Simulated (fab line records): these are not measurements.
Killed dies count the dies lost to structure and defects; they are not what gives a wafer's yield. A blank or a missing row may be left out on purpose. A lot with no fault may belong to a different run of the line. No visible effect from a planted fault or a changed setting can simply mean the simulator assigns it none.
What tool caused it? ; flow sky130 ; Sampling: 11 lots, 33 wafers, 3 of 708 route steps

## WHAT EACH GAUGE READ, for each wafer
SKY_CONTACT_THK_MEAS_26: measures by xrf. Usual: CONTACT_W_THK gives 339 nm (standard deviation 5).
lot;measured;on;CONTACT_W_THK (nm);flag
L168;day 31 07:38;film metro-01;341 344 336;
L169;day 31 19:25;film metro-01;338 331 335;
L171;day 32 06:23;film metro-03;336 335 336;
L173;day 34 09:53;film metro-04;337 336 339;
L176;day 34 15:14;film metro-03;344 342 340;
L178;day 34 18:41;film metro-01;339 335 340;
L179;day 35 18:04;film metro-01;331 336 336;
L186;day 37 23:00;film metro-03;332 336 336;
L187;day 38 11:14;film metro-03;338 338 347;
L189;day 39 00:24;film metro-01;343 350 345;
L191;day 39 20:33;film metro-03;349 347 350;

SKY_METAL1_THK_MEAS_06: measures by xrf. Usual: METAL1_ALCU_THK gives 248.0 nm (standard deviation 3).
lot;measured;on;METAL1_ALCU_THK (nm);flag
L168;day 31 08:16;film metro-01;246.7 245.3 245.0;
L169;day 31 20:02;film metro-03;244.5 248.8 248.5;
L171;day 32 07:28;film metro-01;249.8 248.3 246.8;
L173;day 34 10:31;film metro-01;247.3 249.8 247.9;
L176;day 34 15:51;film metro-01;246.2 247.2 245.6;
L178;day 34 19:18;film metro-01;250.3 248.0 248.6;
L179;day 35 18:41;film metro-02;246.7 248.8 249.3;
L186;day 37 23:38;film metro-03;248.8 252.0 250.2;
L187;day 38 11:52;film metro-03;247.2 246.7 243.6;
L189;day 39 01:01;film metro-02;242.2 245.8 244.7;
L191;day 39 21:10;film metro-01;247.5 248.4 246.5;

## WHAT TOOL EACH LOT RAN ON (gives the tool, then ch and the chambers of the sampled wafers, and finally the start)
lot;SKY_CONTACT_SPUTTER_23
L168;pvd sputter-03, day 31 07:20
L169;pvd sputter-03, day 31 19:07
L171;pvd sputter-03, day 32 06:05
L173;pvd sputter-03, day 34 09:35
L176;pvd sputter-04, day 34 14:55
L178;pvd sputter-04, day 34 18:23
L179;pvd sputter-04, day 35 17:47
L186;pvd sputter-03, day 37 22:41
L187;pvd sputter-02, day 38 10:56
L189;pvd sputter-02, day 39 00:05
L191;pvd sputter-02, day 39 20:16
- SKY_CONTACT_SPUTTER_23: material TiN, target thk 20 nm, time 80 s.

## AS READ BY THE TOOLS THEMSELVES (means over the sampled wafers that have a number; for cases with no such wafer, the mark the record gives instead)
SKY_CONTACT_SPUTTER_23. Usual: throttle valve pct reads 29.6 % (standard deviation 1.3).
lot;tool;throttle valve pct (%);flag
L168;pvd sputter-03;29.7;
L169;pvd sputter-03;29.3;
L171;pvd sputter-03;29.1;
L173;pvd sputter-03;29.8;
L176;pvd sputter-04;29.1;
L178;pvd sputter-04;29.6;
L179;pvd sputter-04;29.1;
L186;pvd sputter-03;30.0;
L187;pvd sputter-02;29.2;
L189;pvd sputter-02;29.3;
L191;pvd sputter-02;29.3;

## THE ANSWER, worked out from the rows above alone
Rule: a lot counts as off when the mean over its wafers that have a number is more than 3 standard deviations away from the usual mean. A lot without any number at a reading at which 4 lots or more have one is off too. All remaining lots with rows at the step are treated as sound. First the gauges in route order, then the tools' own readings, where a lot's mean is used as printed above. The first step at which some lot is off is used, and at that step the reading that is off furthest; a lot without a number counts as furthest.
Across all readings shown, no lot is off: no conclusion can be drawn from this.

## WHAT HAD BEEN PUT IN BY THE SIMULATOR
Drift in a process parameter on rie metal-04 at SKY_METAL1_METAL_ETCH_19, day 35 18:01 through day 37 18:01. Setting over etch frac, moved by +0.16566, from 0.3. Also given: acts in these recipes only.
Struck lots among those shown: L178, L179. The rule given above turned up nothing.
